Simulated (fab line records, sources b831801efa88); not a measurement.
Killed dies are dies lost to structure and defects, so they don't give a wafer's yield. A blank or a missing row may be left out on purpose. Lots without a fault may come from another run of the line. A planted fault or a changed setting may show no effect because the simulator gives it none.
A struck lot beside a sound one | flow sky130 | 45 steps out of a route of 708
Sound: wafers L487.2, L487.4, L487.5. Struck: wafers L505.1, L505.4, L505.5. The cause comes at the end.
At each step with rows: each side's tool, then ch and its chambers, then its first start. Under that, the readings that differ: sound wafers | struck wafers | difference of the means | sigmas: that difference in standard deviations of wafers without a fault.
alike: readings whose means differ by less than 2 such deviations, and words and numbers that are the same on both sides. not compared: withheld readings, readings that some wafer has no value for, bounds like >300 that may hide the same value, and numbers for which the record gives no deviation and whose values overlap.
The two part at a step that has a row with sigmas, a row that says differs or no value, or rows on one side only. Numbers that don't overlap but have no deviation are shown without sigmas and don't part them. A reading that every wafer of one side lacks parts them only if that side has two wafers or more.

first, 2 steps without rows for these wafers: SKY_DNWELL_DEVELOP_06 (develop time 60 s); SKY_DNWELL_IMPLANT_07.
SKY_DNWELL_STRIP_08: strips in O2/N2.
  sound on plasma_asher-04 ch 0, day 3 03:23; struck on plasma_asher-02 ch 0,1, day 7 12:53
  reading                     | sound       | struck      | difference | sigmas
  drypump_motor_current_A (A) | 6.2 6.2 6.2 | 4.8 4.8 5.8 | -1.1       | -2
  alike: oes_product_au, strip_time_to_endpoint_s
  not compared: rf_hours_counter_h
SKY_DNWELL_TW_MEAS_09:
  sound on film_metro-04, day 3 03:30; struck on film_metro-04, day 7 12:59
  alike: DNWELL_TW
then, 7 steps without rows for these wafers: SKY_PWDE_DEHYDRATE_00 (time 60 s); SKY_PWDE_HMDS_01 (prime time 60 s); SKY_PWDE_COAT_02 (resist thk 3000 nm); SKY_PWDE_SOFTBAKE_03; SKY_PWDE_EXPOSE_04 (exposes mask PWDEM, target cd 840 nm); SKY_PWDE_PEB_05; SKY_PWDE_DEVELOP_06 (develop time 60 s).
SKY_PWDE_OVL_MEAS_07:
  sound on overlay-01, day 3 18:40; struck on overlay-01, day 8 09:26
  alike: PWDE_OVL
SKY_PWDE_IMPLANT_08:
  sound on implanter-01 ch 0, day 3 18:43; struck on implanter-01 ch 0, day 8 09:28
  reading                   | sound                | struck               | difference | sigmas
  beam_energy_keV           | 149.94 149.96 150.00 | 186.31 186.27 186.25 | +36.31     | +99 or more
  model.implant.rp_nm (nm)  | 437.9 437.9 437.9    | 513.3 513.3 513.3    | +75.4      |
  model.implant.drp_nm (nm) | 97.97 97.97 97.97    | 106 106 106          | +8         |
  alike: beam_on_s
SKY_PWDE_STRIP_09: strips in O2/N2.
  sound on plasma_asher-03 ch 1, day 3 18:50; struck on plasma_asher-01 ch 0,1, day 8 09:37
  alike: drypump_motor_current_A, oes_product_au, strip_time_to_endpoint_s
  not compared: rf_hours_counter_h
SKY_PWDE_TW_MEAS_10:
  sound on film_metro-04, day 3 18:57; struck on film_metro-02, day 8 09:43
  reading | sound       | struck      | difference | sigmas
  PWDE_TW | 370 371 372 | 385 382 386 | +13        | +4
then, 7 steps without rows for these wafers: SKY_NWELL_DEHYDRATE_03 (time 60 s); SKY_NWELL_HMDS_04 (prime time 60 s); SKY_NWELL_COAT_05 (resist thk 3000 nm); SKY_NWELL_SOFTBAKE_06; SKY_NWELL_EXPOSE_07 (exposes mask NWM, target cd 840 nm); SKY_NWELL_PEB_08; SKY_NWELL_DEVELOP_09 (develop time 60 s).
SKY_NWELL_OVL_MEAS_10:
  sound on overlay-01, day 4 11:35; struck on overlay-02, day 9 06:39
  alike: NWELL_00_OVL
then, 3 steps without rows for these wafers: SKY_NWELL_IMPLANT_11; SKY_NWELL_IMPLANT_12; SKY_NWELL_IMPLANT_13.
SKY_NWELL_STRIP_14: strips in O2/N2.
  sound on plasma_asher-03 ch 0,1, day 4 12:04; struck on plasma_asher-03 ch 0,1, day 9 07:08
  alike: drypump_motor_current_A, oes_product_au, strip_time_to_endpoint_s
  not compared: rf_hours_counter_h
SKY_NWELL_TW_MEAS_15:
  sound on film_metro-02, day 4 12:10; struck on film_metro-03, day 9 07:14
  alike: NWELL_TW
then, 7 steps without rows for these wafers: SKY_NWELL_DEHYDRATE_16 (time 60 s); SKY_NWELL_HMDS_17 (prime time 60 s); SKY_NWELL_COAT_18 (resist thk 3000 nm); SKY_NWELL_SOFTBAKE_19; SKY_NWELL_EXPOSE_20 (exposes mask NWM COMPLEMENT, target cd 840 nm); SKY_NWELL_PEB_21; SKY_NWELL_DEVELOP_22 (develop time 60 s).
SKY_NWELL_OVL_MEAS_23:
  sound on overlay-02, day 5 05:31; struck on overlay-02, day 10 04:58
  alike: NWELL_01_OVL
then, 1 step without rows for these wafers: SKY_NWELL_IMPLANT_24.
SKY_NWELL_STRIP_25: strips in O2/N2.
  sound on plasma_asher-03 ch 0,1, day 5 05:41; struck on plasma_asher-03 ch 0,1, day 10 05:10
  alike: drypump_motor_current_A, oes_product_au, strip_time_to_endpoint_s
  not compared: rf_hours_counter_h
SKY_NWELL_TW_MEAS_26:
  sound on film_metro-04, day 5 05:48; struck on film_metro-03, day 10 05:16
  alike: NWELL_2_TW
then, 1 step without rows for these wafers: SKY_NWELL_CLEAN_27 (cleans in SC1/SC2, time 150 s).
SKY_NWELL_RTA_28: time 30 s.
  sound on rtp_anneal-02 ch 0, day 5 05:55; struck on rtp_anneal-01 ch 0, day 10 05:22
  alike: lamp_power_pct, wafer_temp_C_max
SKY_NWELL_RS_MEAS_29: measures by four-point-probe.
  sound on film_metro-02, day 5 06:01; struck on film_metro-02, day 10 05:28
  alike: NWELL_RS
SKY_NWELL_RS_MEAS_31: measures by four-point-probe.
  sound on film_metro-02, day 5 06:16; struck on film_metro-02, day 10 06:00
  reading          | sound          | struck         | difference | sigmas
  PWDE_RS (ohm/sq) | 5285 5286 5279 | 5210 5220 5218 | -67        | -4
  not compared: hold
SKY_VT_ADJUST_HVTP_DEHYDRATE_00: time 60 s.
  sound on litho_track-01 ch 0, day 5 14:51; struck on litho_track-03 ch 0, day 10 16:22
  reading | sound | struck                                                                     | difference                   | sigmas
  hold    | - - - | await_dispo/2.6h/release await_dispo/2.6h/release await_dispo/2.6h/release | no value on the sound wafers |
-- the record jumps here: 40 days lie between the struck wafers' starts before and after (it left off in module VT_ADJUST_HVTP and takes up again in module PAD_OPEN, whose first step shown is number 708 of the route) --
SKY_PAD_OPEN_PROBE_99:
  sound on prober-02, day 45 13:23; struck on prober-01, day 50 06:22
  reading                                   | sound                         | struck         | difference | sigmas
  model.etest.res_p_drift_20v.line_ohm_um   | 1.125e+04 1.124e+04 1.151e+04 | 8563 8638 8650 | -2716      |
  model.etest.res_p_drift_20v.rs_ohm_sq     | 9619 9296 9593                | 7200 7262 7236 | -2270      |
  model.etest.res_pwde_under_gate.rs_ohm_sq | 6197 6205 6185                | 6335 6355 6324 | +142       |
  alike: killed_at_M0_to_M3, killed_at_M4_up, killed_at_contacts, killed_at_front_end, killed_at_other, killed_dies, killed_open, killed_short

WHERE THEY PART
First at SKY_DNWELL_STRIP_08; last, within this record, at SKY_VT_ADJUST_HVTP_DEHYDRATE_00. Later steps at which nothing parts them and some readings are alike: SKY_PAD_OPEN_PROBE_99.

WHY: what the simulator had put in
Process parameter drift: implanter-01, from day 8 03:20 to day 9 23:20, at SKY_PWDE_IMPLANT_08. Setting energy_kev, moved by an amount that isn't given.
